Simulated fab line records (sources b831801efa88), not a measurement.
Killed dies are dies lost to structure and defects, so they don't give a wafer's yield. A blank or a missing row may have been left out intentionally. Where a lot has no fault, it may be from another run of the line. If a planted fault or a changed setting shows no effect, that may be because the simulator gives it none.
What tool caused it? + flow gf180mcu + 24 lots with 72 wafers sampled at 6 steps, on a route of 602 steps

WHAT EACH GAUGE READ, for each wafer
GF_CONTACT_THK_MEAS_26: measures by xrf.
| lot  | measured     | on           | CONTACT_W_THK (nm) |
|------|--------------|--------------|--------------------|
| L074 | day 16 00:10 | filmMetro-02 | 299 306 301        |
| L075 | day 16 09:58 | filmMetro-02 | 303 299 302        |
| L076 | day 16 18:59 | filmMetro-04 | 297 296 303        |
| L077 | day 17 00:01 | filmMetro-01 | 302 297 309        |
| L078 | day 17 15:17 | filmMetro-02 | 298 298 297        |
| L079 | day 17 21:25 | filmMetro-04 | 300 304 306        |
| L080 | day 18 09:01 | filmMetro-02 | 299 300 305        |
| L081 | day 19 03:11 | filmMetro-01 | 303 300 298        |
| L082 | day 19 05:07 | filmMetro-04 | 300 293 298        |
| L083 | day 19 15:49 | filmMetro-02 | 297 298 300        |
| L084 | day 20 02:20 | filmMetro-01 | 293 297 297        |
| L085 | day 20 10:03 | filmMetro-02 | 295 294 300        |
| L086 | day 20 16:20 | filmMetro-02 | 297 292 296        |
| L087 | day 20 22:25 | filmMetro-02 | 302 303 304        |
| L088 | day 21 09:32 | filmMetro-02 | 299 299 297        |
| L089 | day 21 15:13 | filmMetro-04 | 302 301 304        |
| L090 | day 21 23:49 | filmMetro-04 | 301 302 305        |
| L091 | day 22 06:41 | filmMetro-01 | 301 305 303        |
| L092 | day 22 13:12 | filmMetro-01 | 302 299 302        |
| L093 | day 23 01:19 | filmMetro-02 | 301 302 300        |
| L094 | day 23 10:55 | filmMetro-02 | 298 300 297        |
| L095 | day 23 16:12 | filmMetro-02 | 299 298 297        |
| L096 | day 23 21:23 | filmMetro-01 | 301 303 303        |
| L097 | day 24 03:46 | filmMetro-04 | 294 296 298        |

GF_M4_RS_MEAS_05: measures by four-point-probe.
| lot  | measured     | on           | M4_ALCU_RS (ohm/sq)  |
|------|--------------|--------------|----------------------|
| L074 | day 22 06:58 | filmMetro-03 | 0.0699 0.0703 0.0692 |
| L075 | day 22 17:46 | filmMetro-03 | 0.0682 0.0683 0.0694 |
| L076 | day 23 02:44 | filmMetro-03 | 0.0688 0.0702 0.0689 |
| L077 | day 23 05:58 | filmMetro-03 | 0.0695 0.0696 0.0682 |
| L078 | day 23 23:37 | filmMetro-03 | 0.0684 0.0686 0.0685 |
| L079 | day 24 05:07 | filmMetro-02 | 0.0713 0.0707 0.0702 |
| L080 | day 24 15:50 | filmMetro-03 | 0.0695 0.0691 0.0686 |
| L081 | day 25 08:25 | filmMetro-03 | 0.0686 0.0694 0.0696 |
| L082 | day 25 10:55 | filmMetro-04 | 0.0695 0.0692 0.0691 |
| L083 | day 25 19:43 | filmMetro-04 | 0.0694 0.0688 0.0688 |
| L084 | day 26 04:31 | filmMetro-03 | 0.0698 0.0697 0.0700 |
| L085 | day 26 09:44 | filmMetro-04 | 0.0692 0.0686 0.0694 |
| L086 | day 26 17:25 | filmMetro-02 | 0.0685 0.0685 0.0689 |
| L087 | day 26 20:49 | filmMetro-04 | 0.0685 0.0694 0.0696 |
| L088 | day 27 07:39 | filmMetro-02 | 0.0685 0.0692 0.0680 |
| L089 | day 27 12:08 | filmMetro-02 | 0.0699 0.0704 0.0703 |
| L090 | day 27 17:24 | filmMetro-03 | 0.0702 0.0708 0.0697 |
| L091 | day 28 02:05 | filmMetro-02 | 0.0703 0.0705 0.0704 |
| L092 | day 28 05:32 | filmMetro-02 | 0.0687 0.0698 0.0696 |
| L093 | day 28 16:25 | filmMetro-04 | 0.0698 0.0691 0.0696 |
| L094 | day 28 23:52 | filmMetro-04 | 0.0680 0.0679 0.0687 |
| L095 | day 29 08:56 | filmMetro-02 | 0.0690 0.0680 0.0687 |
| L096 | day 29 12:03 | filmMetro-02 | 0.0703 0.0703 0.0718 |
| L097 | day 29 15:41 | filmMetro-04 | 0.0700 0.0697 0.0694 |

GF_PASSIVATION_BOW_MEAS_14.
| lot  | measured     | on           | PASSIVATION_BOW (um) |
|------|--------------|--------------|----------------------|
| L074 | day 28 19:20 | filmMetro-04 | 132 130 122          |
| L075 | day 29 04:48 | filmMetro-02 | 139 141 138          |
| L076 | day 29 14:04 | filmMetro-04 | 141 139 141          |
| L077 | day 29 15:33 | filmMetro-01 | 142 132 125          |
| L078 | day 30 07:56 | filmMetro-01 | 152 145 150          |
| L079 | day 30 11:16 | filmMetro-02 | 127 129 135          |
| L080 | day 30 23:36 | filmMetro-01 | 128 151 144          |
| L081 | day 31 08:01 | filmMetro-02 | 136 148 141          |
| L082 | day 31 12:48 | filmMetro-02 | 129 115 125          |
| L083 | day 31 19:10 | filmMetro-01 | 138 150 131          |
| L084 | day 32 01:56 | filmMetro-02 | 142 144 145          |
| L085 | day 32 06:17 | filmMetro-01 | 130 141 139          |
| L086 | day 32 13:46 | filmMetro-01 | 139 120 127          |
| L087 | day 32 15:56 | filmMetro-02 | 144 134 146          |
| L088 | day 32 23:52 | filmMetro-04 | 139 138 125          |
| L089 | day 33 07:03 | filmMetro-02 | 141 149 145          |
| L090 | day 33 11:20 | filmMetro-02 | 145 150 155          |
| L091 | day 33 14:29 | filmMetro-01 | 145 153 163          |
| L092 | day 33 18:44 | filmMetro-01 | 150 148 150          |
| L093 | day 34 04:20 | filmMetro-01 | 131 124 117          |
| L094 | day 34 08:38 | filmMetro-01 | 146 140 136          |
| L095 | day 34 15:34 | filmMetro-02 | 126 123 121          |
| L096 | day 34 20:32 | filmMetro-02 | 130 118 129          |
| L097 | day 34 20:57 | filmMetro-02 | 136 140 149          |

EACH LOT AND THE TOOL THAT RAN IT (in order: tool; ch and the chambers of the sampled wafers; start)
| lot  | GF_V2_STRIP_18                      | GF_V2_SPUTTER_22            | GF_V4_CVD_23                 |
|------|-------------------------------------|-----------------------------|------------------------------|
| L074 | plasmaAsher-03 ch 0,1, day 20 03:19 | pvdSputter-04, day 20 03:55 | cvdW-02 ch 1, day 24 06:14   |
| L075 | plasmaAsher-03 ch 0,1, day 20 13:58 | pvdSputter-04, day 20 14:34 | cvdW-01 ch 0,1, day 24 16:43 |
| L076 | plasmaAsher-02 ch 0,1, day 20 23:44 | pvdSputter-01, day 21 00:19 | cvdW-02 ch 0,1, day 25 02:02 |
| L077 | plasmaAsher-03 ch 0,1, day 21 03:37 | pvdSputter-04, day 21 04:13 | cvdW-01 ch 0,1, day 25 03:20 |
| L078 | plasmaAsher-03 ch 0,1, day 21 21:16 | pvdSputter-01, day 21 21:52 | cvdW-02 ch 0, day 25 20:38   |
| L079 | plasmaAsher-03 ch 0,1, day 22 02:37 | pvdSputter-04, day 22 03:12 | cvdW-01 ch 0,1, day 26 02:03 |
| L080 | plasmaAsher-03 ch 0,1, day 22 14:13 | pvdSputter-02, day 22 14:53 | cvdW-02 ch 0,1, day 26 11:59 |
| L081 | plasmaAsher-02 ch 0, day 23 07:43   | pvdSputter-02, day 23 08:18 | cvdW-02 ch 0,1, day 27 04:13 |
| L082 | plasmaAsher-03 ch 0,1, day 23 10:33 | pvdSputter-04, day 23 11:07 | cvdW-02 ch 0,1, day 27 06:08 |
| L083 | plasmaAsher-02 ch 0, day 23 19:28   | pvdSputter-02, day 23 20:06 | cvdW-01 ch 0, day 27 15:37   |
| L084 | plasmaAsher-04 ch 0,1, day 24 04:49 | pvdSputter-01, day 24 05:25 | cvdW-02 ch 1, day 27 22:44   |
| L085 | plasmaAsher-02 ch 0,1, day 24 10:43 | pvdSputter-01, day 24 11:18 | cvdW-01 ch 0,1, day 28 03:50 |
| L086 | plasmaAsher-03 ch 0,1, day 24 17:19 | pvdSputter-04, day 24 18:01 | cvdW-02 ch 0,1, day 28 12:04 |
| L087 | plasmaAsher-03 ch 0,1, day 24 22:31 | pvdSputter-04, day 24 23:07 | cvdW-01 ch 0,1, day 28 14:25 |
| L088 | plasmaAsher-04 ch 0,1, day 25 09:50 | pvdSputter-01, day 25 10:26 | cvdW-01 ch 0,1, day 28 23:51 |
| L089 | plasmaAsher-03 ch 0,1, day 25 13:43 | pvdSputter-02, day 25 14:20 | cvdW-02 ch 0,1, day 29 07:05 |
| L090 | plasmaAsher-02 ch 0,1, day 25 20:56 | pvdSputter-04, day 25 21:30 | cvdW-02 ch 0,1, day 29 11:47 |
| L091 | plasmaAsher-04 ch 0,1, day 26 04:07 | pvdSputter-04, day 26 04:43 | cvdW-02 ch 0,1, day 29 17:07 |
| L092 | plasmaAsher-03 ch 0,1, day 26 08:43 | pvdSputter-02, day 26 09:16 | cvdW-01 ch 0,1, day 29 21:14 |
| L093 | plasmaAsher-03 ch 0,1, day 26 20:01 | pvdSputter-04, day 26 20:36 | cvdW-02 ch 0,1, day 30 09:01 |
| L094 | plasmaAsher-04 ch 0,1, day 27 05:13 | pvdSputter-02, day 27 05:51 | cvdW-02 ch 0,1, day 30 14:57 |
| L095 | plasmaAsher-02 ch 0,1, day 27 11:01 | pvdSputter-02, day 27 11:39 | cvdW-01 ch 0,1, day 30 23:02 |
| L096 | plasmaAsher-04 ch 0,1, day 27 15:19 | pvdSputter-02, day 27 15:52 | cvdW-01 ch 0,1, day 31 03:35 |
| L097 | plasmaAsher-04 ch 0,1, day 27 20:58 | pvdSputter-02, day 27 21:36 | cvdW-01 ch 0,1, day 31 06:03 |
- GF_V2_STRIP_18: strips in O2/N2.
- GF_V2_SPUTTER_22: material TiN, target thk 10 nm, time 40 s.
- GF_V4_CVD_23: deposits W, target thk 350 nm, time 104.9 s.

AS READ BY THE TOOLS THEMSELVES (means over the sampled wafers that have a number; for cases with no such wafer, the mark the record gives instead)
GF_V2_STRIP_18.
| lot  | tool           | drypumpMotorCurrentA (A) | heaterPowerW (W) | oesProductAu (a.u.) |
|------|----------------|--------------------------|------------------|---------------------|
| L074 | plasmaAsher-03 | 6.04                     | 280              | 0.589               |
| L075 | plasmaAsher-03 | 6.03                     | 280              | 0.592               |
| L076 | plasmaAsher-02 | 5.80                     | 374              | 0.593               |
| L077 | plasmaAsher-03 | 6.03                     | 280              | 0.594               |
| L078 | plasmaAsher-03 | 6.02                     | 280              | 0.592               |
| L079 | plasmaAsher-03 | 6.07                     | 292              | 0.593               |
| L080 | plasmaAsher-03 | 6.11                     | 297              | 0.593               |
| L081 | plasmaAsher-02 | 5.62                     | 378              | 0.593               |
| L082 | plasmaAsher-03 | 6.08                     | 293              | 0.589               |
| L083 | plasmaAsher-02 | 5.64                     | 383              | 0.590               |
| L084 | plasmaAsher-04 | 5.79                     | 363              | 0.590               |
| L085 | plasmaAsher-02 | 5.79                     | 372              | 0.591               |
| L086 | plasmaAsher-03 | 6.03                     | 276              | 0.594               |
| L087 | plasmaAsher-03 | 6.03                     | 280              | 0.596               |
| L088 | plasmaAsher-04 | 5.55                     | 329              | 0.591               |
| L089 | plasmaAsher-03 | 6.04                     | 282              | 0.588               |
| L090 | plasmaAsher-02 | 5.97                     | 355              | 0.587               |
| L091 | plasmaAsher-04 | 5.81                     | 362              | 0.591               |
| L092 | plasmaAsher-03 | 6.02                     | 278              | 0.594               |
| L093 | plasmaAsher-03 | 6.02                     | 277              | 0.590               |
| L094 | plasmaAsher-04 | 5.80                     | 363              | 0.599               |
| L095 | plasmaAsher-02 | 5.97                     | 355              | 0.593               |
| L096 | plasmaAsher-04 | 5.79                     | 365              | 0.596               |
| L097 | plasmaAsher-04 | 5.55                     | 333              | 0.598               |

GF_V2_SPUTTER_22.
| lot  | tool          | throttleValvePct (%) |
|------|---------------|----------------------|
| L074 | pvdSputter-04 | 31.1                 |
| L075 | pvdSputter-04 | 30.4                 |
| L076 | pvdSputter-01 | 30.0                 |
| L077 | pvdSputter-04 | 30.4                 |
| L078 | pvdSputter-01 | 30.4                 |
| L079 | pvdSputter-04 | 30.4                 |
| L080 | pvdSputter-02 | 31.7                 |
| L081 | pvdSputter-02 | 31.2                 |
| L082 | pvdSputter-04 | 30.4                 |
| L083 | pvdSputter-02 | 30.8                 |
| L084 | pvdSputter-01 | 30.1                 |
| L085 | pvdSputter-01 | 30.1                 |
| L086 | pvdSputter-04 | 30.4                 |
| L087 | pvdSputter-04 | 31.1                 |
| L088 | pvdSputter-01 | 29.8                 |
| L089 | pvdSputter-02 | 31.0                 |
| L090 | pvdSputter-04 | 30.7                 |
| L091 | pvdSputter-04 | 31.0                 |
| L092 | pvdSputter-02 | 30.7                 |
| L093 | pvdSputter-04 | 30.1                 |
| L094 | pvdSputter-02 | 31.5                 |
| L095 | pvdSputter-02 | 30.9                 |
| L096 | pvdSputter-02 | 32.3                 |
| L097 | pvdSputter-02 | 31.7                 |

GF_V4_CVD_23.
| lot  | tool    | heaterPowerW (W) |
|------|---------|------------------|
| L074 | cvdW-02 | 819              |
| L075 | cvdW-01 | 832              |
| L076 | cvdW-02 | 882              |
| L077 | cvdW-01 | 807              |
| L078 | cvdW-02 | 1020             |
| L079 | cvdW-01 | 815              |
| L080 | cvdW-02 | 887              |
| L081 | cvdW-02 | 963              |
| L082 | cvdW-02 | 900              |
| L083 | cvdW-01 | 792              |
| L084 | cvdW-02 | 824              |
| L085 | cvdW-01 | 815              |
| L086 | cvdW-02 | 904              |
| L087 | cvdW-01 | 798              |
| L088 | cvdW-01 | 802              |
| L089 | cvdW-02 | 977              |
| L090 | cvdW-02 | 909              |
| L091 | cvdW-02 | 891              |
| L092 | cvdW-01 | 821              |
| L093 | cvdW-02 | 883              |
| L094 | cvdW-02 | 968              |
| L095 | cvdW-01 | 835              |
| L096 | cvdW-01 | 817              |
| L097 | cvdW-01 | 817              |

THE ANSWER, worked out from the rows above alone
Rule: the lots themselves supply what counts as usual. The widest of any qualifying gaps counts: lots, ordered by their means at a reading, are off when they make up no more than a third of the lots, leave a main group of 4 or more, and stand apart from it by 3 or more times the standard deviation of that group's means. A main group whose means are all the same, to the digits that the tables above print for the reading, isn't used. A lot without any number at a reading at which 4 lots or more have one is off too. Any other lot the step has rows for is counted as sound. The gauges are gone through in route order, then the tools' own readings, and for those a lot's mean is taken as printed above. At the first step where some lot is off, the reading lying furthest off is the one used; lots without a number count as furthest.
No lot is off at any reading shown: from this, nothing can be told.

WHAT HAD BEEN PUT IN BY THE SIMULATOR
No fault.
